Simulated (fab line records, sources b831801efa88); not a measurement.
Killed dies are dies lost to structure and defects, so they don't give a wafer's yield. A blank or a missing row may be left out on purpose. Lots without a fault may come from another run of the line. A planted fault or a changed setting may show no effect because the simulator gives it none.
A struck lot beside a sound one | flow sky130 | 15 steps out of a route of 708
Sound: wafers L678.1, L678.3, L678.6. Struck: wafers L697.1, L697.4, L697.6. The cause comes at the end.
At each step with rows: each side's tool, then ch and its chambers, then its first start. Under that, the readings that differ: sound wafers | struck wafers | difference of the means | sigmas: that difference in standard deviations of wafers without a fault.
alike: readings whose means differ by less than 2 such deviations, and words and numbers that are the same on both sides. not compared: withheld readings, readings that some wafer has no value for, bounds like >300 that may hide the same value, and numbers for which the record gives no deviation and whose values overlap.
The two part at a step that has a row with sigmas, a row that says differs or no value, or rows on one side only. Numbers that don't overlap but have no deviation are shown without sigmas and don't part them. A reading that every wafer of one side lacks parts them only if that side has two wafers or more.

SKY_VIA4_OVL_MEAS_11:
  sound on overlay-02, day 44 04:31; struck on overlay-02, day 48 09:16
  alike: VIA4_OVL
SKY_VIA4_ETCH_12: etches SiO2 in C4F8/O2/Ar, stops on TiN, target depth 580 nm.
  sound on rie_diel-04 ch 0,2,3, day 44 04:33; struck on rie_diel-03 ch 0,3, day 48 09:18
  alike: oes_product_au
SKY_VIA4_STRIP_13: strips in O2/N2.
  sound on plasma_asher-02 ch 0,1, day 44 04:37; struck on plasma_asher-04 ch 0,1, day 48 09:22
  alike: drypump_motor_current_A, oes_product_au, strip_time_to_endpoint_s
  not compared: rf_hours_counter_h
then, 3 steps without rows for these wafers: SKY_VIA4_STRIP_14 (strips in post etch residue remover, time 1200 s); SKY_VIA4_CLEAN_15 (cleans in IPA, time 180 s); SKY_VIA4_CLEAN_16 (cleans in O3/DIW).
SKY_VIA4_SPUTTER_17: material TiN, target thk 20 nm, time 80 s.
  sound on pvd_sputter-03, day 44 05:14; struck on pvd_sputter-02, day 48 09:58
  alike: cathode_dc_power_W, chamber_pressure_pa, throttle_valve_pct
SKY_VIA4_CVD_18: deposits W, target thk 505 nm, time 152.14 s.
  sound on cvd_w-02 ch 0,1, day 44 05:17; struck on cvd_w-02 ch 0,1, day 48 10:02
  alike: chamber_pressure_Torr, heater_power_w
  not compared: since_wet_clean_h
SKY_VIA4_RS_MEAS_19: measures by four-point-probe.
  sound on film_metro-01, day 44 05:27; struck on film_metro-02, day 48 10:11
  alike: VIA4_W_RS
SKY_VIA4_THK_MEAS_20: measures by xrf.
  sound on film_metro-01, day 44 05:34; struck on film_metro-02, day 48 10:19
  alike: VIA4_W_THK
then, 2 steps without rows for these wafers: SKY_VIA4_CMP_21 (polishes, stops on SiO2, t overpolish 25 s, target thk 0 nm); SKY_METAL5_SPUTTER_00 (material Ti, target thk 15 nm, time 10 s).
SKY_METAL5_SPUTTER_01: material TiN, target thk 20 nm, time 16.7 s.
  sound on pvd_sputter-04, day 44 05:57; struck on pvd_sputter-01, day 48 10:41
  no value came back on the struck wafers for cathode_dc_power_W (W), chamber_pressure_pa (Pa), throttle_valve_pct (%); on the sound wafers cathode_dc_power_W (W) reads 6498.1 6500.3 6501.0
SKY_METAL5_SPUTTER_02: material AlCu, target thk 1150 nm, time 61.2 s.
  sound on pvd_sputter-04, day 44 05:58; struck on pvd_sputter-01, day 48 10:43
  alike: cathode_dc_power_W, chamber_pressure_pa, throttle_valve_pct
-- the record jumps here: 2 days lie between the struck wafers' starts before and after (it left off in module METAL5 and takes up again in module PAD_OPEN, whose first step shown is number 708 of the route) --
SKY_PAD_OPEN_PROBE_99:
  sound on prober-01, day 47 02:31; struck on prober-02, day 50 17:49
  reading                       | sound                   | struck                  | difference | sigmas
  model.etest.via4_chain.rc_ohm | 0.8068 0.8251 0.7955    | 0.7435 0.7675 0.7904    | -0.0420    |
  model.etest.met5.rs_ohm_sq    | 0.02687 0.02668 0.02687 | 0.02817 0.02797 0.02787 | +0.00120   |
  model.etest.met5.line_ohm_um  | 0.01692 0.01676 0.01689 | 0.0176 0.01747 0.0174   | +0.0006    |
  alike: defect_limited_yield, killed_at_M0_to_M3, killed_at_M4_up, killed_at_contacts, killed_at_front_end, killed_at_other, killed_dies, killed_open, killed_short, sort_bin_3_pad_short, sort_bin_5_function, sort_bin_6_memory, sort_n_pass, sort_yield_pct

WHERE THEY PART
Only at SKY_METAL5_SPUTTER_01, within this record. Later steps at which nothing parts them and some readings are alike: SKY_METAL5_SPUTTER_02, SKY_PAD_OPEN_PROBE_99.

WHY: what the simulator had put in
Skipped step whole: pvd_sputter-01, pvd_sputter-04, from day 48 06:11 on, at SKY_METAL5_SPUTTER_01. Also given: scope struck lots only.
